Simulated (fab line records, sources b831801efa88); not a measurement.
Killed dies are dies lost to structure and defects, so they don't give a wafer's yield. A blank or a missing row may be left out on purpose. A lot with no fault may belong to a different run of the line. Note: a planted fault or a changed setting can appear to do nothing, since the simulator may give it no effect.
Struck lot and sound lot, side by side | flow sky130 | 16 out of 708 route steps
Sound: these wafers, L958.2, L958.3, L958.5. Struck: wafers L963.1, L963.4, L963.5. The cause is given at the end.
At each step with rows: each side's tool, then ch and its chambers, then its first start. Under that, the readings that differ: sound wafers | struck wafers | difference of the means | sigmas: that difference in standard deviations of wafers without a fault.
alike: same words and numbers on both sides, and readings whose means sit less than 2 such deviations apart. not compared: any withheld reading, any reading some wafer has no value for, any bound like >300 that may hide the same value, and any number with overlapping values for which the record gives no deviation.
A row with sigmas, a row that says differs or no value, or rows on one side alone: a step with any of these is where the two part. Non-overlapping numbers with no deviation appear without sigmas and do not part them. A reading missing from all wafers of one side parts the sides only when that side holds two or more wafers.

first, 1 step without rows for these wafers: SKY_VT_ADJUST_LVTN_IMPLANT_19.
SKY_VT_ADJUST_LVTN_STRIP_20: strips in O2/N2.
  sound on plasma-asher-03 ch 0,1, day 11 08:04; struck on plasma-asher-01 ch 0,1, day 12 12:49
  reading                     | sound       | struck      | difference | sigmas
  drypump-motor-current-A (A) | 5.3 5.6 5.3 | 6.7 5.8 6.7 | +1.0       | +2
  alike: n2-flow-sccm, oes-product-au, strip-time-to-endpoint-s
  not compared: rf-hours-counter-h
SKY_VT_ADJUST_LVTN_TW_MEAS_21:
  sound on film-metro-02, day 11 08:11; struck on film-metro-02, day 12 12:55
  alike: VT_ADJUST_LVTN_2_TW
then, 7 steps without rows for these wafers: SKY_VT_ADJUST_NCORE_DEHYDRATE_00 (time 60 s); SKY_VT_ADJUST_NCORE_HMDS_01 (prime time 60 s); SKY_VT_ADJUST_NCORE_COAT_02 (resist thk 1140 nm); SKY_VT_ADJUST_NCORE_SOFTBAKE_03 (time 60 s); SKY_VT_ADJUST_NCORE_EXPOSE_04 (exposes mask LVTN COMPLEMENT THIN, target cd 380 nm); SKY_VT_ADJUST_NCORE_PEB_05; SKY_VT_ADJUST_NCORE_DEVELOP_06 (develop time 60 s).
SKY_VT_ADJUST_NCORE_CD_MEAS_07 targets a cd of 380 nm.
  sound on cd-sem-01, day 12 07:44; struck on cd-sem-02, day 13 14:28
  alike: cd-nm
SKY_VT_ADJUST_NCORE_OVL_MEAS_08:
  sound on overlay-01, day 12 07:50; struck on overlay-01, day 13 14:35
  alike: VT_ADJUST_NCORE_OVL
SKY_VT_ADJUST_NCORE_IMPLANT_09:
  sound on implanter-02 ch 0, day 12 07:53; struck on implanter-02 ch 0, day 13 14:37
  reading                   | sound              | struck            | difference | sigmas
  beam-energy-keV           | 9.998 10.000 9.997 | 7.131 7.127 7.129 | -2.869     | -99 or more
  model.implant.rp-nm (nm)  | 32.58 32.58 32.58  | 25.31 25.31 25.31 | -7.27      |
  model.implant.drp-nm (nm) | 17.11 17.11 17.11  | 13.5 13.5 13.5    | -3.6       |
SKY_VT_ADJUST_NCORE_STRIP_10: strips in O2/N2.
  sound on plasma-asher-04 ch 0,1, day 12 08:01; struck on plasma-asher-01 ch 0,1, day 13 14:46
  alike: drypump-motor-current-A, n2-flow-sccm, oes-product-au, strip-time-to-endpoint-s
  not compared: rf-hours-counter-h
SKY_VT_ADJUST_NCORE_TW_MEAS_11:
  sound on film-metro-01, day 12 08:07; struck on film-metro-01, day 13 15:09
  reading            | sound             | struck            | difference | sigmas
  VT_ADJUST_NCORE_TW | 218.0 216.6 218.3 | 202.6 201.8 202.0 | -15.5      | -10
  not compared: hold
-- a jump in the record: the struck wafers' starts before and after are 36 days apart (it breaks off in module VT_ADJUST_NCORE and resumes in module PAD_OPEN, where the first step shown is number 708 of the route) --
SKY_PAD_OPEN_PROBE_99:
  sound on prober-02, day 49 03:16; struck on prober-01, day 49 22:17
  reading                                    | sound                         | struck                        | difference | sigmas
  model.etest.nfet_16v.r-on-ohm-um           | 1.402e+04 1.414e+04 1.405e+04 | 1.329e+04 1.334e+04 1.328e+04 | -7.667e+02 |
  model.etest.res-pwell-under-gate.rs-ohm-sq | 2293 2288 2294                | 2322 2312 2328                | +29        |
  model.etest.pfet_16v.drive-ua-um           | 242.2 239.6 241.2             | 236.4 235.9 235.7             | -5.0       |
  model.etest.pfet-g5v0d10v5.off-log10-a-um  | -12.98 -12.88 -12.89          | -13.43 -13.53 -13.43          | -0.55      |
  model.etest.pfet-g5v0d10v5.vt-sat-v (V)    | -0.6821 -0.6583 -0.6632       | -0.7396 -0.7591 -0.7385       | -0.0779    |
  model.etest.pfet_16v.vt-v (V)              | -1.116 -1.103 -1.117          | -1.18 -1.179 -1.181           | -0.07      |
  model.etest.pfet-g5v0d10v5.vt-v (V)        | -0.8647 -0.8431 -0.8459       | -0.8999 -0.9175 -0.897        | -0.0536    |
  alike: killed_at_M0_to_M3, killed_at_M4_up, killed-at-contacts, killed-at-front-end, killed-at-other, killed-dies, killed-on-rim, killed-open, killed-short
  not compared: model.etest.pfet-g5v0d10v5.r-on-ohm-um

WHERE THEY PART
Last at SKY_VT_ADJUST_NCORE_TW_MEAS_11 as far as this record goes, first at SKY_VT_ADJUST_LVTN_STRIP_20. Later steps at which nothing parts them and some readings are alike: SKY_PAD_OPEN_PROBE_99.

WHY: whatever the simulator had introduced
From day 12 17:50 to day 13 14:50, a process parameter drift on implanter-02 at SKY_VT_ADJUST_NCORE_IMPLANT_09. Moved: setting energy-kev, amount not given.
